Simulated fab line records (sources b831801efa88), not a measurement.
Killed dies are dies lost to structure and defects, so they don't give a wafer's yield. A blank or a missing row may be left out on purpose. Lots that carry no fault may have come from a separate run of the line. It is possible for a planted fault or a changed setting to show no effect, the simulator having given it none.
Chamber matching | flow gf180mcu | GF_CONTACT_CMP_04 on cmp-01: 4 sister chambers
The step polishes SiO2. 16 wafers are shown with their chamber, then 8 later ones without.

== WAFERS PAIRED WITH THEIR CHAMBERS ==
wafer  | chamber | motor current A (A) | slurry flow ml min | time to endpoint s (s)
L786.1 | 1       | 10.0                | 149.8              | 105
L786.4 | 3       | 11.2                | 149.1              | 122
L786.6 | 3       | 10.5                | 150.3              | 124
L792.3 | 1       | 10.0                | 150.6              | 109
L792.4 | 3       | 10.6                | 150.3              | 115
L792.6 | 0       | 13.2                | 149.6              | 112
L793.2 | 0       | 12.6                | 150.4              | 114
L793.3 | 3       | 10.8                | 149.9              | 117
L793.4 | 1       | 10.2                | 150.0              | 121
L794.3 | 1       | 10.1                | 149.7              | 105
L794.5 | 2       | 11.7                | 150.9              | 106
L794.6 | 3       | 11.2                | 151.0              | 109
L802.2 | 0       | 14.0                | 149.8              | 112
L802.3 | 1       | 10.6                | 150.1              | 112
L802.4 | 3       | 10.4                | 149.3              | 119
L806.1 | 0       | 13.6                | 150.3              | 105

SIGNATURES (means of the wafers above)
reading            | chamber 0 | chamber 1 | chamber 2 | chamber 3 | scatter within a chamber
motor current A    | 13.350    | 10.180    | 11.700    | 10.783    | 0.401
slurry flow ml min | 150.025   | 150.040   | 150.900   | 149.983   | 0.534
time to endpoint s | 110.75    | 110.40    | 106.00    | 117.67    | 5.52
Rule: a wafer lies at a distance from a chamber equal to the root of the sum of squares, over the readings, of (its reading less the chamber's mean, divided by the reading's scatter). The wafer belongs to the nearest chamber; if the next one is less than 2 further off, it can't be placed. The scatter: take each reading less its chamber's mean, square it, sum over the shown wafers, divide by the number of wafers less the number of chambers, and take the root.

== WAFERS WHOSE CHAMBER IS MISSING ==
wafer  | motor current A (A) | slurry flow ml min | time to endpoint s (s)
L806.3 | 12.7                | 150.4              | 106
L806.5 | 10.3                | 150.5              | 113
L807.1 | 12.2                | 150.1              | 104
L807.3 | 11.0                | 149.9              | 111
L807.6 | 13.0                | 149.4              | 113
L809.1 | 14.0                | 150.8              | 105
L809.2 | 10.4                | 150.1              | 106
L809.6 | 13.2                | 150.2              | 110

== THE CHAMBER EACH PASSED THROUGH ==
wafer  | from the rows above          | in truth
L806.3 | can't be placed: 0 or 2      | 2
L806.5 | can't be placed: 1 or 3      | 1
L807.1 | can't be placed: 2 or 0      | 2
L807.3 | can't be placed: 3 or 1 or 2 | 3
L807.6 | 0                            | 0
L809.1 | 0                            | 0
L809.2 | can't be placed: 1 or 3      | 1
L809.6 | 0                            | 0
Correctly placed: 3 of 8. Unplaceable from these rows: 5, with the true chamber sitting among the candidates in 5. 0 placed wrongly.
